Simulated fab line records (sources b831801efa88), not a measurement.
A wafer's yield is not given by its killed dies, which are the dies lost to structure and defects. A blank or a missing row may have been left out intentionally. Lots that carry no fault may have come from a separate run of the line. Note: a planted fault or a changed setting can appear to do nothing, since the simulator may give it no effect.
One fault seen from 2 desks / flow gf180mcu / only its own numbers are on each desk; what lay behind them is given at the end

## AT THE METROLOGY DESK
What the gauges read, lot by lot, whatever tool the lot ran on: means of the sampled wafers that have a number. Marked OUT: a lot whose mean sits more than 4 standard deviations from the usual mean, which makes it out of limits; the brackets give that distance.
Columns: A = cdNm at GF_STI_CD_MEAS_12, usual 220.2 nm; B = VT_IMPLANT_OVL at GF_VT_IMPLANT_OVL_MEAS_07, usual -0.1 nm; C = MVSD_RS at GF_VT_IMPLANT_RS_MEAS_46, usual 457.7 ohm/sq
lot=L130; first seen here=day 2 05:52; A=219.4; B=0.1; C=458.6
lot=L131; first seen here=day 2 10:58; A=222.5; B=0.2; C=458.2
lot=L132; first seen here=day 2 16:25; A=220.3; B=-0.5; C=457.6
lot=L133; first seen here=day 2 23:13; A=221.7; B=-0.1; C=456.8
lot=L134; first seen here=day 3 03:50; A=219.8; B=-0.3; C=458.0
lot=L135; first seen here=day 3 09:37; A=219.9; B=1.3; C=460.0
lot=L136; first seen here=day 3 16:19; A=220.8; B=-1.5; C=456.5
lot=L138; first seen here=day 3 23:49; A=220.4; B=1.3; C=456.1
lot=L144; first seen here=day 5 06:43; A=220.0; B=-0.4; C=459.0
lot=L149; first seen here=day 6 07:55; A=219.4; B=-0.9; C=428.2 (-20) OUT
lot=L150; first seen here=day 6 13:58; A=220.5; B=-0.7; C=426.9 (-21) OUT
lot=L151; first seen here=day 6 19:02; A=220.0; B=0.5; C=458.3
lot=L152; first seen here=day 6 23:37; A=220.0; B=0.9; C=458.3
Per this desk, out of limits: L149, L150; the first was L149, day 13 02:32 (MVSD_RS at GF_VT_IMPLANT_RS_MEAS_46). In limits: L130, L131, L132, L133, L134, L135, L136, L138, L144, L151, L152.

## THE TOOL OWNER'S DESK: implanter-01
For each lot that ran on this tool, the mean over its sampled wafers that have a number, from the tool's own readings at GF_MVSD_IMPLANT_09. Marked OUT: a lot whose mean sits more than 4 standard deviations from the usual mean, which makes it out of limits; the brackets give that distance.
Columns: A = doseIonsCm2 at GF_MVSD_IMPLANT_09, usual 4.999e+12; B = faradayCurrentUA at GF_MVSD_IMPLANT_09, usual 28.2
lot=L132; first seen here=day 5 10:46; A=5.002e+12; B=28.5
lot=L133; first seen here=day 5 13:30; A=5.004e+12; B=28.9
lot=L149; first seen here=day 9 05:29; A=7.478e+12 (+99 or more) OUT; B=43.0 (+27) OUT
lot=L150; first seen here=day 9 13:02; A=7.489e+12 (+99 or more) OUT; B=42.7 (+26) OUT
Finding of this desk: L149, L150 out of limits; the first was L149 at day 9 05:29, on doseIonsCm2 at GF_MVSD_IMPLANT_09. In limits: L132, L133.

## ALL TOGETHER
On L149, L150, at day 9 05:29, an alarm was possible from the tool owner's desk.
Metrology desk: alarm possible at day 13 02:32 on L149, L150.
GF_MVSD_IMPLANT_09 was run on implanter-01 by each of the lots named.

## WHAT THE SIMULATOR PUT IN
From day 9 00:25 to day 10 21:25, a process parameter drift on implanter-01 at GF_MVSD_IMPLANT_09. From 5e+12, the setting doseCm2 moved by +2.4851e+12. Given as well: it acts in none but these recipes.
Shown lots that were struck: L149, L150.
Delay (hours) between the fault's onset and each desk's first out-of-limits reading: 5 at the tool owner's desk, 98 at the metrology desk.
